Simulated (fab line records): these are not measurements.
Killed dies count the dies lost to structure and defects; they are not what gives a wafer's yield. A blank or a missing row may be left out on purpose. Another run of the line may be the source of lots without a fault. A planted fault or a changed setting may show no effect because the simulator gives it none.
fab line records || flow gf180mcu || part 2 of 2: steps 26 to 37 of 37
record {"lots": 5, "wafers": 15, "last-day": 34}
route steps=602 shown VT_IMPLANT@111 MVSD@136 NWELL@137 LVPWELL@138 MVPSD@139 DUAL_GATE@141
lots with no fault: from the same line, run without faults
start-h: the number of hours between the record's first day and the start of the first shown wafer of the lot || wait-h: hours from the lot's prior step to this one || " repeats the value in the row above || L1.1+2: several wafers, shown together as one row || - no value present, or no start provided || * or withheld: withheld || < > ~ a bound
route shown NAME@n: NAME is a module with steps in the file, n the number in the route of the first one || usual: mean and standard deviation over wafers with no fault || same: alike in all rows || chamber/n: place in a boat || sites: readings site by site || _std_site: standard deviation across them || _edge_site: the outer-site mean with the inner-site mean subtracted || radius-mm: for every site, how far away it sits from the centre of the wafer || mask NAME#n: copy n || behind: the tool/chamber that last shaped the wafer || hold: cause of the lot's hold/its duration in hours/its outcome || device: names the non-switching transistor (n, p or np) || end of line: at the end of the route, the tests of the same wafers || a step with no rows: only its recipe || killed: the dies lost at the first sort to structure and to defects; this is not the yield of the wafer || map: a wafer's dies, marking killed ones x, the rest . and places with no die _
set.NAME: the setting that was run; set.NAME@STEP: the one run at that earlier step || model.NAME: the simulator's own value behind a step, which no gauge read
a table for each step, a row for each wafer; lots at some steps of the route
services: the hour from which a tool's chamber was out of use, counted from the record's first day as start-h (under 0 if before that day), plus the number of hours and why
## steps
# step GF_VT_IMPLANT_RS_MEAS_46
# recipe {"thk-meas-gauge": "four-point-probe"}
# usual {"MVSD_RS": "457.0/1.1"}
{"lot.wafer": "L074.1", "tool": "film-metro-01", "chamber": "-", "start-h": 156.39, "wait-h": 0.1, "MVSD_RS[ohm/sq]": 457.7}
{"lot.wafer": "L074.2", "tool": "film-metro-01", "chamber": "-", "start-h": 156.39, "wait-h": 0.1, "MVSD_RS[ohm/sq]": 457.3}
{"lot.wafer": "L074.6", "tool": "film-metro-01", "chamber": "-", "start-h": 156.39, "wait-h": 0.1, "MVSD_RS[ohm/sq]": 456.7}
{"lot.wafer": "L087.4", "tool": "film-metro-01", "chamber": "-", "start-h": 242.40, "wait-h": 0.1, "MVSD_RS[ohm/sq]": 457.6}
{"lot.wafer": "L087.5", "tool": "film-metro-01", "chamber": "-", "start-h": 242.40, "wait-h": 0.1, "MVSD_RS[ohm/sq]": 456.0}
{"lot.wafer": "L087.6", "tool": "film-metro-01", "chamber": "-", "start-h": 242.40, "wait-h": 0.1, "MVSD_RS[ohm/sq]": 457.2}
{"lot.wafer": "L093.1", "tool": "film-metro-01", "chamber": "-", "start-h": 283.08, "wait-h": 0.1, "MVSD_RS[ohm/sq]": 456.6}
{"lot.wafer": "L093.2", "tool": "film-metro-01", "chamber": "-", "start-h": 283.08, "wait-h": 0.1, "MVSD_RS[ohm/sq]": 456.4}
{"lot.wafer": "L093.4", "tool": "film-metro-01", "chamber": "-", "start-h": 283.08, "wait-h": 0.1, "MVSD_RS[ohm/sq]": 456.5}
{"lot.wafer": "L094.1", "tool": "film-metro-01", "chamber": "-", "start-h": 291.99, "wait-h": 0.1, "MVSD_RS[ohm/sq]": 458.7}
{"lot.wafer": "L094.4", "tool": "film-metro-01", "chamber": "-", "start-h": 291.99, "wait-h": 0.1, "MVSD_RS[ohm/sq]": 458.8}
{"lot.wafer": "L094.6", "tool": "film-metro-01", "chamber": "-", "start-h": 291.99, "wait-h": 0.1, "MVSD_RS[ohm/sq]": 457.4}
{"lot.wafer": "L097.1", "tool": "film-metro-04", "chamber": "-", "start-h": 309.13, "wait-h": 0.1, "MVSD_RS[ohm/sq]": 456.1}
{"lot.wafer": "L097.2", "tool": "film-metro-04", "chamber": "-", "start-h": 309.13, "wait-h": 0.1, "MVSD_RS[ohm/sq]": 457.4}
{"lot.wafer": "L097.4", "tool": "film-metro-04", "chamber": "-", "start-h": 309.13, "wait-h": 0.1, "MVSD_RS[ohm/sq]": 456.2}
# step GF_VT_IMPLANT_RS_MEAS_47
# recipe {"thk-meas-gauge": "four-point-probe"}
# usual {"NWELL_RS": "488.3/1.1"}
{"lot.wafer": "L074.1", "tool": "film-metro-01", "chamber": "-", "start-h": 156.51, "wait-h": 0.1, "NWELL_RS[ohm/sq]": 487.9}
{"lot.wafer": "L074.2", "tool": "film-metro-01", "chamber": "-", "start-h": 156.51, "wait-h": 0.1, "NWELL_RS[ohm/sq]": 489.3}
{"lot.wafer": "L074.6", "tool": "film-metro-01", "chamber": "-", "start-h": 156.51, "wait-h": 0.1, "NWELL_RS[ohm/sq]": 488.7}
{"lot.wafer": "L087.4", "tool": "film-metro-01", "chamber": "-", "start-h": 242.52, "wait-h": 0.1, "NWELL_RS[ohm/sq]": 490.1}
{"lot.wafer": "L087.5", "tool": "film-metro-01", "chamber": "-", "start-h": 242.52, "wait-h": 0.1, "NWELL_RS[ohm/sq]": 488.2}
{"lot.wafer": "L087.6", "tool": "film-metro-01", "chamber": "-", "start-h": 242.52, "wait-h": 0.1, "NWELL_RS[ohm/sq]": 488.9}
{"lot.wafer": "L093.1", "tool": "film-metro-01", "chamber": "-", "start-h": 283.20, "wait-h": 0.1, "NWELL_RS[ohm/sq]": 487.0}
{"lot.wafer": "L093.2", "tool": "film-metro-01", "chamber": "-", "start-h": 283.20, "wait-h": 0.1, "NWELL_RS[ohm/sq]": 487.7}
{"lot.wafer": "L093.4", "tool": "film-metro-01", "chamber": "-", "start-h": 283.20, "wait-h": 0.1, "NWELL_RS[ohm/sq]": 486.7}
{"lot.wafer": "L094.1", "tool": "film-metro-01", "chamber": "-", "start-h": 292.11, "wait-h": 0.1, "NWELL_RS[ohm/sq]": 486.9}
{"lot.wafer": "L094.4", "tool": "film-metro-01", "chamber": "-", "start-h": 292.11, "wait-h": 0.1, "NWELL_RS[ohm/sq]": 488.3}
{"lot.wafer": "L094.6", "tool": "film-metro-01", "chamber": "-", "start-h": 292.11, "wait-h": 0.1, "NWELL_RS[ohm/sq]": 485.9}
{"lot.wafer": "L097.1", "tool": "film-metro-04", "chamber": "-", "start-h": 309.25, "wait-h": 0.1, "NWELL_RS[ohm/sq]": 487.2}
{"lot.wafer": "L097.2", "tool": "film-metro-04", "chamber": "-", "start-h": 309.25, "wait-h": 0.1, "NWELL_RS[ohm/sq]": 488.9}
{"lot.wafer": "L097.4", "tool": "film-metro-04", "chamber": "-", "start-h": 309.25, "wait-h": 0.1, "NWELL_RS[ohm/sq]": 487.9}
# step GF_VT_IMPLANT_RS_MEAS_48
# recipe {"thk-meas-gauge": "four-point-probe"}
# usual {"LVPWELL_RS": "1196.8/2.7"}
{"lot.wafer": "L074.1", "tool": "film-metro-01", "chamber": "-", "start-h": 156.63, "wait-h": 0.1, "LVPWELL_RS[ohm/sq]": 1196.4}
{"lot.wafer": "L074.2", "tool": "film-metro-01", "chamber": "-", "start-h": 156.63, "wait-h": 0.1, "LVPWELL_RS[ohm/sq]": 1191.8}
{"lot.wafer": "L074.6", "tool": "film-metro-01", "chamber": "-", "start-h": 156.63, "wait-h": 0.1, "LVPWELL_RS[ohm/sq]": 1191.9}
{"lot.wafer": "L087.4", "tool": "film-metro-01", "chamber": "-", "start-h": 242.64, "wait-h": 0.1, "LVPWELL_RS[ohm/sq]": 1196.4}
{"lot.wafer": "L087.5", "tool": "film-metro-01", "chamber": "-", "start-h": 242.64, "wait-h": 0.1, "LVPWELL_RS[ohm/sq]": 1197.3}
{"lot.wafer": "L087.6", "tool": "film-metro-01", "chamber": "-", "start-h": 242.64, "wait-h": 0.1, "LVPWELL_RS[ohm/sq]": 1197.4}
{"lot.wafer": "L093.1", "tool": "film-metro-01", "chamber": "-", "start-h": 283.32, "wait-h": 0.1, "LVPWELL_RS[ohm/sq]": 1200.2}
{"lot.wafer": "L093.2", "tool": "film-metro-01", "chamber": "-", "start-h": 283.32, "wait-h": 0.1, "LVPWELL_RS[ohm/sq]": 1201.0}
{"lot.wafer": "L093.4", "tool": "film-metro-01", "chamber": "-", "start-h": 283.32, "wait-h": 0.1, "LVPWELL_RS[ohm/sq]": 1202.4}
{"lot.wafer": "L094.1", "tool": "film-metro-01", "chamber": "-", "start-h": 292.23, "wait-h": 0.1, "LVPWELL_RS[ohm/sq]": 1192.0}
{"lot.wafer": "L094.4", "tool": "film-metro-01", "chamber": "-", "start-h": 292.23, "wait-h": 0.1, "LVPWELL_RS[ohm/sq]": 1193.9}
{"lot.wafer": "L094.6", "tool": "film-metro-01", "chamber": "-", "start-h": 292.23, "wait-h": 0.1, "LVPWELL_RS[ohm/sq]": 1192.1}
{"lot.wafer": "L097.1", "tool": "film-metro-04", "chamber": "-", "start-h": 309.37, "wait-h": 0.1, "LVPWELL_RS[ohm/sq]": 1194.4}
{"lot.wafer": "L097.2", "tool": "film-metro-04", "chamber": "-", "start-h": 309.37, "wait-h": 0.1, "LVPWELL_RS[ohm/sq]": 1195.6}
{"lot.wafer": "L097.4", "tool": "film-metro-04", "chamber": "-", "start-h": 309.37, "wait-h": 0.1, "LVPWELL_RS[ohm/sq]": 1194.9}
# step GF_VT_IMPLANT_RS_MEAS_49
# recipe {"thk-meas-gauge": "four-point-probe"}
# usual {"MVPSD_RS": "1170/3.4"}
{"lot.wafer": "L074.1", "tool": "film-metro-01", "chamber": "-", "start-h": 156.75, "wait-h": 0.1, "MVPSD_RS[ohm/sq]": 1170}
{"lot.wafer": "L074.2", "tool": "film-metro-01", "chamber": "-", "start-h": 156.75, "wait-h": 0.1, "MVPSD_RS[ohm/sq]": 1171}
{"lot.wafer": "L074.6", "tool": "film-metro-01", "chamber": "-", "start-h": 156.75, "wait-h": 0.1, "MVPSD_RS[ohm/sq]": 1169}
{"lot.wafer": "L087.4", "tool": "film-metro-01", "chamber": "-", "start-h": 242.76, "wait-h": 0.1, "MVPSD_RS[ohm/sq]": 1167}
{"lot.wafer": "L087.5", "tool": "film-metro-01", "chamber": "-", "start-h": 242.76, "wait-h": 0.1, "MVPSD_RS[ohm/sq]": 1165}
{"lot.wafer": "L087.6", "tool": "film-metro-01", "chamber": "-", "start-h": 242.76, "wait-h": 0.1, "MVPSD_RS[ohm/sq]": 1167}
{"lot.wafer": "L093.1", "tool": "film-metro-01", "chamber": "-", "start-h": 283.44, "wait-h": 0.1, "MVPSD_RS[ohm/sq]": 1172}
{"lot.wafer": "L093.2", "tool": "film-metro-01", "chamber": "-", "start-h": 283.44, "wait-h": 0.1, "MVPSD_RS[ohm/sq]": 1170}
{"lot.wafer": "L093.4", "tool": "film-metro-01", "chamber": "-", "start-h": 283.44, "wait-h": 0.1, "MVPSD_RS[ohm/sq]": 1170}
{"lot.wafer": "L094.1", "tool": "film-metro-01", "chamber": "-", "start-h": 292.35, "wait-h": 0.1, "MVPSD_RS[ohm/sq]": 1173}
{"lot.wafer": "L094.4", "tool": "film-metro-01", "chamber": "-", "start-h": 292.35, "wait-h": 0.1, "MVPSD_RS[ohm/sq]": 1171}
{"lot.wafer": "L094.6", "tool": "film-metro-01", "chamber": "-", "start-h": 292.35, "wait-h": 0.1, "MVPSD_RS[ohm/sq]": 1171}
{"lot.wafer": "L097.1", "tool": "film-metro-04", "chamber": "-", "start-h": 309.49, "wait-h": 0.1, "MVPSD_RS[ohm/sq]": 1167}
{"lot.wafer": "L097.2", "tool": "film-metro-04", "chamber": "-", "start-h": 309.49, "wait-h": 0.1, "MVPSD_RS[ohm/sq]": 1173}
{"lot.wafer": "L097.4", "tool": "film-metro-04", "chamber": "-", "start-h": 309.49, "wait-h": 0.1, "MVPSD_RS[ohm/sq]": 1170}
# step GF_VT_IMPLANT_WET_ETCH_50
# recipe {"chemistry": "dHF", "target-depth-nm": 20, "target": "SiO2", "temp-c": 25, "dilution": "100:1", "time-s": 400}
# usual {"bath-heat-duty-pct": "6.5/0.72", "temp-c": "25.01/0.11"}
{"lot.wafer": "L074.1", "tool": "wet-bench-02", "chamber": 3, "start-h": 156.87, "wait-h": 0.1, "bath-heat-duty-pct": 6.0, "temp-c": 24.92}
{"lot.wafer": "L074.2", "tool": "wet-bench-02", "chamber": 3, "start-h": 156.87, "wait-h": 0.1, "bath-heat-duty-pct": 6.4, "temp-c": 24.91}
{"lot.wafer": "L074.6", "tool": "wet-bench-02", "chamber": 3, "start-h": 156.87, "wait-h": 0.1, "bath-heat-duty-pct": 6.0, "temp-c": 24.84}
{"lot.wafer": "L087.4", "tool": "wet-bench-01", "chamber": 1, "start-h": 242.82, "wait-h": 0.0, "bath-heat-duty-pct": 7.0, "temp-c": 25.06}
{"lot.wafer": "L087.5", "tool": "wet-bench-01", "chamber": 1, "start-h": 242.82, "wait-h": 0.0, "bath-heat-duty-pct": 6.8, "temp-c": 25.12}
{"lot.wafer": "L087.6", "tool": "wet-bench-01", "chamber": 1, "start-h": 242.82, "wait-h": 0.0, "bath-heat-duty-pct": 6.4, "temp-c": 25.21}
{"lot.wafer": "L093.1", "tool": "wet-bench-01", "chamber": 0, "start-h": 283.56, "wait-h": 0.1, "bath-heat-duty-pct": 7.3, "temp-c": 24.93}
{"lot.wafer": "L093.2", "tool": "wet-bench-01", "chamber": 0, "start-h": 283.56, "wait-h": 0.1, "bath-heat-duty-pct": 7.2, "temp-c": 24.88}
{"lot.wafer": "L093.4", "tool": "wet-bench-01", "chamber": 0, "start-h": 283.56, "wait-h": 0.1, "bath-heat-duty-pct": 6.9, "temp-c": 24.88}
{"lot.wafer": "L094.1", "tool": "wet-bench-01", "chamber": 0, "start-h": 292.47, "wait-h": 0.1, "bath-heat-duty-pct": 7.5, "temp-c": 24.96}
{"lot.wafer": "L094.4", "tool": "wet-bench-01", "chamber": 0, "start-h": 292.47, "wait-h": 0.1, "bath-heat-duty-pct": 6.6, "temp-c": 25.05}
{"lot.wafer": "L094.6", "tool": "wet-bench-01", "chamber": 0, "start-h": 292.47, "wait-h": 0.1, "bath-heat-duty-pct": 7.8, "temp-c": 24.98}
{"lot.wafer": "L097.1", "tool": "wet-bench-02", "chamber": 1, "start-h": 309.61, "wait-h": 0.1, "bath-heat-duty-pct": 6.2, "temp-c": 25.08}
{"lot.wafer": "L097.2", "tool": "wet-bench-02", "chamber": 1, "start-h": 309.61, "wait-h": 0.1, "bath-heat-duty-pct": 6.5, "temp-c": 25.17}
{"lot.wafer": "L097.4", "tool": "wet-bench-02", "chamber": 1, "start-h": 309.61, "wait-h": 0.1, "bath-heat-duty-pct": 6.7, "temp-c": 25.18}
# step GF_DUAL_GATE_CLEAN_00
# recipe {"chemistry": "SC1/SC2", "mix": "1:4:20", "temp-c": 70, "time-s": 150}
# usual {"bath-guard-temp-C": "69.8/0.35", "bath-heat-duty-pct": "13.2/1.2", "temp-c": "70.00/0.12"}
{"lot.wafer": "L074.1", "tool": "wet-bench-03", "chamber": 0, "start-h": 156.99, "wait-h": 0.0, "bath-guard-temp-C": 69.9, "bath-heat-duty-pct": 13.3, "temp-c": 69.89}
{"lot.wafer": "L074.2", "tool": "wet-bench-03", "chamber": 0, "start-h": 156.99, "wait-h": 0.0, "bath-guard-temp-C": 70.0, "bath-heat-duty-pct": 14.7, "temp-c": 69.97}
{"lot.wafer": "L074.6", "tool": "wet-bench-03", "chamber": 0, "start-h": 156.99, "wait-h": 0.0, "bath-guard-temp-C": 69.4, "bath-heat-duty-pct": 14.2, "temp-c": 69.93}
{"lot.wafer": "L087.4", "tool": "wet-bench-03", "chamber": 0, "start-h": 242.95, "wait-h": 0.0, "bath-guard-temp-C": 69.8, "bath-heat-duty-pct": 11.6, "temp-c": 69.95}
{"lot.wafer": "L087.5", "tool": "wet-bench-03", "chamber": 0, "start-h": 242.95, "wait-h": 0.0, "bath-guard-temp-C": 70.3, "bath-heat-duty-pct": 14.6, "temp-c": 69.96}
{"lot.wafer": "L087.6", "tool": "wet-bench-03", "chamber": 0, "start-h": 242.95, "wait-h": 0.0, "bath-guard-temp-C": 70.0, "bath-heat-duty-pct": 13.7, "temp-c": 70.19}
{"lot.wafer": "L093.1", "tool": "wet-bench-02", "chamber": 3, "start-h": 283.68, "wait-h": 0.0, "bath-guard-temp-C": 69.6, "bath-heat-duty-pct": 12.5, "temp-c": 70.09}
{"lot.wafer": "L093.2", "tool": "wet-bench-02", "chamber": 3, "start-h": 283.68, "wait-h": 0.0, "bath-guard-temp-C": 69.8, "bath-heat-duty-pct": 13.2, "temp-c": 70.19}
{"lot.wafer": "L093.4", "tool": "wet-bench-02", "chamber": 3, "start-h": 283.68, "wait-h": 0.0, "bath-guard-temp-C": 69.9, "bath-heat-duty-pct": 13.7, "temp-c": 70.05}
{"lot.wafer": "L094.1", "tool": "wet-bench-03", "chamber": 2, "start-h": 292.60, "wait-h": 0.0, "bath-guard-temp-C": 69.3, "bath-heat-duty-pct": 14.7, "temp-c": 69.95}
{"lot.wafer": "L094.4", "tool": "wet-bench-03", "chamber": 2, "start-h": 292.60, "wait-h": 0.0, "bath-guard-temp-C": 69.8, "bath-heat-duty-pct": 13.2, "temp-c": 69.88}
{"lot.wafer": "L094.6", "tool": "wet-bench-03", "chamber": 2, "start-h": 292.60, "wait-h": 0.0, "bath-guard-temp-C": 69.7, "bath-heat-duty-pct": 14.8, "temp-c": 69.88}
{"lot.wafer": "L097.1", "tool": "wet-bench-03", "chamber": 3, "start-h": 309.73, "wait-h": 0.0, "bath-guard-temp-C": 69.8, "bath-heat-duty-pct": 12.3, "temp-c": 70.10}
{"lot.wafer": "L097.2", "tool": "wet-bench-03", "chamber": 3, "start-h": 309.73, "wait-h": 0.0, "bath-guard-temp-C": 69.5, "bath-heat-duty-pct": 12.0, "temp-c": 70.16}
{"lot.wafer": "L097.4", "tool": "wet-bench-03", "chamber": 3, "start-h": 309.73, "wait-h": 0.0, "bath-guard-temp-C": 69.6, "bath-heat-duty-pct": 12.4, "temp-c": 70.21}
# step GF_DUAL_GATE_CLEAN_01
# recipe {"chemistry": "dHF", "time-s": 20, "dilution": "100:1", "dry": "ipa-marangoni"}
{"lot.wafer": "L074.1+2+6", "tool": "wet-bench-01", "chamber": 2, "start-h": 157.04, "wait-h": 0.0}
{"lot.wafer": "L087.4+5+6", "tool": "wet-bench-01", "chamber": 1, "start-h": 243.00, "wait-h": 0.0}
{"lot.wafer": "L093.1+2+4", "tool": "wet-bench-03", "chamber": 1, "start-h": 283.73, "wait-h": 0.0}
{"lot.wafer": "L094.1+4+6", "tool": "wet-bench-01", "chamber": 2, "start-h": 292.65, "wait-h": 0.0}
{"lot.wafer": "L097.1+2+4", "tool": "wet-bench-01", "chamber": 3, "start-h": 309.78, "wait-h": 0.0}
# step GF_DUAL_GATE_OXIDATION_02
# recipe {"temp-c": 900, "ambient": "O2", "stabilise-s": 600, "purge-s": 300, "target-thk-a": 108.87, "ox-time-s": 1602}
{"lot.wafer": "L074.1+2+6", "tool": "furnace-02", "chamber": 0, "start-h": 158.21, "wait-h": 1.2}
{"lot.wafer": "L087.4+5+6", "tool": "furnace-01", "chamber": 0, "start-h": 245.71, "wait-h": 2.7}
{"lot.wafer": "L093.1+2+4", "tool": "furnace-02", "chamber": 0, "start-h": 285.19, "wait-h": 1.4}
{"lot.wafer": "L094.1+4+6", "tool": "furnace-02", "chamber": 0, "start-h": 292.86, "wait-h": 0.2}
{"lot.wafer": "L097.1+2+4", "tool": "furnace-01", "chamber": 0, "start-h": 309.80, "wait-h": 0.0}
# step GF_DUAL_GATE_THK_MEAS_03
# recipe {"reads": "SiO2_of_DUAL_GATE_OXIDATION_02"}
# usual {"DUAL_GATE_OXIDATION_00_THK": "10.83/0.21"}
{"lot.wafer": "L074.1", "tool": "film-metro-03", "chamber": "-", "start-h": 159.66, "wait-h": 0.0, "DUAL_GATE_OXIDATION_00_THK[nm]": 10.72}
{"lot.wafer": "L074.2", "tool": "film-metro-03", "chamber": "-", "start-h": 159.66, "wait-h": 0.0, "DUAL_GATE_OXIDATION_00_THK[nm]": 10.65}
{"lot.wafer": "L074.6", "tool": "film-metro-03", "chamber": "-", "start-h": 159.66, "wait-h": 0.0, "DUAL_GATE_OXIDATION_00_THK[nm]": 10.72}
{"lot.wafer": "L087.4", "tool": "film-metro-03", "chamber": "-", "start-h": 247.18, "wait-h": 0.0, "DUAL_GATE_OXIDATION_00_THK[nm]": 11.02}
{"lot.wafer": "L087.5", "tool": "film-metro-03", "chamber": "-", "start-h": 247.18, "wait-h": 0.0, "DUAL_GATE_OXIDATION_00_THK[nm]": 11.04}
{"lot.wafer": "L087.6", "tool": "film-metro-03", "chamber": "-", "start-h": 247.18, "wait-h": 0.0, "DUAL_GATE_OXIDATION_00_THK[nm]": 11.06}
{"lot.wafer": "L093.1", "tool": "film-metro-04", "chamber": "-", "start-h": 286.64, "wait-h": 0.0, "DUAL_GATE_OXIDATION_00_THK[nm]": 11.27}
{"lot.wafer": "L093.2", "tool": "film-metro-04", "chamber": "-", "start-h": 286.64, "wait-h": 0.0, "DUAL_GATE_OXIDATION_00_THK[nm]": 11.12}
{"lot.wafer": "L093.4", "tool": "film-metro-04", "chamber": "-", "start-h": 286.64, "wait-h": 0.0, "DUAL_GATE_OXIDATION_00_THK[nm]": 11.24}
{"lot.wafer": "L094.1", "tool": "film-metro-04", "chamber": "-", "start-h": 294.30, "wait-h": 0.0, "DUAL_GATE_OXIDATION_00_THK[nm]": 10.99}
{"lot.wafer": "L094.4", "tool": "film-metro-04", "chamber": "-", "start-h": 294.30, "wait-h": 0.0, "DUAL_GATE_OXIDATION_00_THK[nm]": 10.94}
{"lot.wafer": "L094.6", "tool": "film-metro-04", "chamber": "-", "start-h": 294.30, "wait-h": 0.0, "DUAL_GATE_OXIDATION_00_THK[nm]": 10.89}
{"lot.wafer": "L097.1", "tool": "film-metro-02", "chamber": "-", "start-h": 311.24, "wait-h": 0.0, "DUAL_GATE_OXIDATION_00_THK[nm]": 10.76}
{"lot.wafer": "L097.2", "tool": "film-metro-02", "chamber": "-", "start-h": 311.24, "wait-h": 0.0, "DUAL_GATE_OXIDATION_00_THK[nm]": 10.75}
{"lot.wafer": "L097.4", "tool": "film-metro-02", "chamber": "-", "start-h": 311.24, "wait-h": 0.0, "DUAL_GATE_OXIDATION_00_THK[nm]": 10.74}
# step GF_DUAL_GATE_DEHYDRATE_04
# recipe {"temp-c": 200, "time-s": 60}
# usual {"plate-temp-C": "200.02/0.16"}
{"lot.wafer": "L074.1", "tool": "litho-track-04", "chamber": 0, "start-h": 166.65, "wait-h": 7.0, "plate-temp-C": 200.12}
{"lot.wafer": "L074.2", "tool": "litho-track-04", "chamber": 0, "start-h": 166.65, "wait-h": 7.0, "plate-temp-C": 199.81}
{"lot.wafer": "L074.6", "tool": "litho-track-04", "chamber": 0, "start-h": 166.65, "wait-h": 7.0, "plate-temp-C": 199.87}
{"lot.wafer": "L087.4", "tool": "litho-track-04", "chamber": 0, "start-h": 256.12, "wait-h": 8.9, "plate-temp-C": 200.22}
{"lot.wafer": "L087.5", "tool": "litho-track-04", "chamber": 0, "start-h": 256.12, "wait-h": 8.9, "plate-temp-C": 200.17}
{"lot.wafer": "L087.6", "tool": "litho-track-04", "chamber": 0, "start-h": 256.12, "wait-h": 8.9, "plate-temp-C": 200.31}
{"lot.wafer": "L093.1", "tool": "litho-track-04", "chamber": 0, "start-h": 296.04, "wait-h": 9.4, "plate-temp-C": 199.73}
{"lot.wafer": "L093.2", "tool": "litho-track-04", "chamber": 0, "start-h": 296.04, "wait-h": 9.4, "plate-temp-C": 199.79}
{"lot.wafer": "L093.4", "tool": "litho-track-04", "chamber": 0, "start-h": 296.04, "wait-h": 9.4, "plate-temp-C": 199.96}
{"lot.wafer": "L094.1", "tool": "litho-track-01", "chamber": 0, "start-h": 303.76, "wait-h": 9.5, "plate-temp-C": 199.97}
{"lot.wafer": "L094.4", "tool": "litho-track-01", "chamber": 0, "start-h": 303.76, "wait-h": 9.5, "plate-temp-C": 200.02}
{"lot.wafer": "L094.6", "tool": "litho-track-01", "chamber": 0, "start-h": 303.76, "wait-h": 9.5, "plate-temp-C": 200.13}
{"lot.wafer": "L097.1", "tool": "litho-track-01", "chamber": 0, "start-h": 321.31, "wait-h": 10.1, "plate-temp-C": 199.81}
{"lot.wafer": "L097.2", "tool": "litho-track-01", "chamber": 0, "start-h": 321.31, "wait-h": 10.1, "plate-temp-C": 200.22}
{"lot.wafer": "L097.4", "tool": "litho-track-01", "chamber": 0, "start-h": 321.31, "wait-h": 10.1, "plate-temp-C": 200.16}
# step GF_DUAL_GATE_HMDS_05
# recipe {"prime-time-s": 60, "prime-temp-c": 120}
# usual {"prime-temp-c": "120.01/0.16"}
{"lot.wafer": "L074.1", "tool": "litho-track-04", "chamber": 0, "start-h": 166.80, "wait-h": 0.1, "prime-temp-c": 120.02}
{"lot.wafer": "L074.2", "tool": "litho-track-04", "chamber": 0, "start-h": 166.80, "wait-h": 0.1, "prime-temp-c": 120.19}
{"lot.wafer": "L074.6", "tool": "litho-track-04", "chamber": 0, "start-h": 166.80, "wait-h": 0.1, "prime-temp-c": 119.97}
{"lot.wafer": "L087.4", "tool": "litho-track-04", "chamber": 0, "start-h": 256.27, "wait-h": 0.1, "prime-temp-c": 120.06}
{"lot.wafer": "L087.5", "tool": "litho-track-04", "chamber": 0, "start-h": 256.27, "wait-h": 0.1, "prime-temp-c": 120.07}
{"lot.wafer": "L087.6", "tool": "litho-track-04", "chamber": 0, "start-h": 256.27, "wait-h": 0.1, "prime-temp-c": 120.13}
{"lot.wafer": "L093.1", "tool": "litho-track-04", "chamber": 0, "start-h": 296.19, "wait-h": 0.1, "prime-temp-c": 119.97}
{"lot.wafer": "L093.2", "tool": "litho-track-04", "chamber": 0, "start-h": 296.19, "wait-h": 0.1, "prime-temp-c": 119.60}
{"lot.wafer": "L093.4", "tool": "litho-track-04", "chamber": 0, "start-h": 296.19, "wait-h": 0.1, "prime-temp-c": 119.89}
{"lot.wafer": "L094.1", "tool": "litho-track-01", "chamber": 0, "start-h": 303.91, "wait-h": 0.1, "prime-temp-c": 119.73}
{"lot.wafer": "L094.4", "tool": "litho-track-01", "chamber": 0, "start-h": 303.91, "wait-h": 0.1, "prime-temp-c": 119.83}
{"lot.wafer": "L094.6", "tool": "litho-track-01", "chamber": 0, "start-h": 303.91, "wait-h": 0.1, "prime-temp-c": 119.67}
{"lot.wafer": "L097.1", "tool": "litho-track-01", "chamber": 0, "start-h": 321.46, "wait-h": 0.1, "prime-temp-c": 119.94}
{"lot.wafer": "L097.2", "tool": "litho-track-01", "chamber": 0, "start-h": 321.46, "wait-h": 0.1, "prime-temp-c": 120.30}
{"lot.wafer": "L097.4", "tool": "litho-track-01", "chamber": 0, "start-h": 321.46, "wait-h": 0.1, "prime-temp-c": 120.06}
# step GF_DUAL_GATE_COAT_06
# recipe {"resist": "NOVOLAK", "spin-rpm": 3000, "resist-thk-nm": 1000}
{"lot.wafer": "L074.1+2+6", "tool": "litho-track-04", "chamber": 0, "start-h": 166.95, "wait-h": 0.1}
{"lot.wafer": "L087.4+5+6", "tool": "litho-track-04", "chamber": 0, "start-h": 256.42, "wait-h": 0.1}
{"lot.wafer": "L093.1+2+4", "tool": "litho-track-04", "chamber": 0, "start-h": 296.34, "wait-h": 0.1}
{"lot.wafer": "L094.1+4+6", "tool": "litho-track-01", "chamber": 0, "start-h": 304.06, "wait-h": 0.1}
{"lot.wafer": "L097.1+2+4", "tool": "litho-track-01", "chamber": 0, "start-h": 321.61, "wait-h": 0.1}
## services
{"tool": "plasma-asher-02", "chamber": "-", "start-h": 108.75, "hours": 9.0, "kind": "pm"}
{"tool": "plasma-asher-02", "chamber": 0, "start-h": 108.75, "hours": 9.0, "kind": "vent-cycle"}
{"tool": "plasma-asher-02", "chamber": 1, "start-h": 108.75, "hours": 9.0, "kind": "vent-cycle"}
{"tool": "furnace-02", "chamber": "-", "start-h": 109.73, "hours": 3.1, "kind": "pm"}
{"tool": "plasma-asher-02", "chamber": "-", "start-h": 112.58, "hours": 3.6, "kind": "repair"}
{"tool": "plasma-asher-02", "chamber": 0, "start-h": 117.75, "hours": "-", "kind": "clean"}
{"tool": "plasma-asher-02", "chamber": 1, "start-h": 117.75, "hours": "-", "kind": "clean"}
{"tool": "implanter-04", "chamber": "-", "start-h": 160.48, "hours": 5.1, "kind": "pm"}
{"tool": "furnace-01", "chamber": "-", "start-h": 160.71, "hours": 3.1, "kind": "pm"}
{"tool": "furnace-01", "chamber": "-", "start-h": 163.82, "hours": 3.6, "kind": "pm"}
{"tool": "furnace-02", "chamber": "-", "start-h": 167.82, "hours": 3.5, "kind": "pm"}
{"tool": "furnace-01", "chamber": "-", "start-h": 169.24, "hours": 16.9, "kind": "repair"}
{"tool": "rtp-anneal-01", "chamber": "-", "start-h": 219.11, "hours": 53.5, "kind": "pm"}
{"tool": "implanter-04", "chamber": "-", "start-h": 225.39, "hours": 2.2, "kind": "repair"}
{"tool": "furnace-02", "chamber": "-", "start-h": 241.35, "hours": 7.5, "kind": "repair"}
{"tool": "iline-stepper-02", "chamber": "-", "start-h": 242.62, "hours": 1.7, "kind": "pm"}
{"tool": "implanter-03", "chamber": "-", "start-h": 255.59, "hours": 60.5, "kind": "pm"}
{"tool": "iline-stepper-01", "chamber": "-", "start-h": 267.93, "hours": 1.7, "kind": "pm"}
{"tool": "iline-stepper-02", "chamber": "-", "start-h": 271.72, "hours": 4.3, "kind": "pm"}
{"tool": "furnace-02", "chamber": "-", "start-h": 277.71, "hours": 3.5, "kind": "pm"}
{"tool": "iline-stepper-02", "chamber": "-", "start-h": 289.13, "hours": 2.7, "kind": "repair"}
{"tool": "furnace-01", "chamber": "-", "start-h": 301.29, "hours": 3.5, "kind": "repair"}
{"tool": "furnace-01", "chamber": "-", "start-h": 314.49, "hours": 1.3, "kind": "pm"}
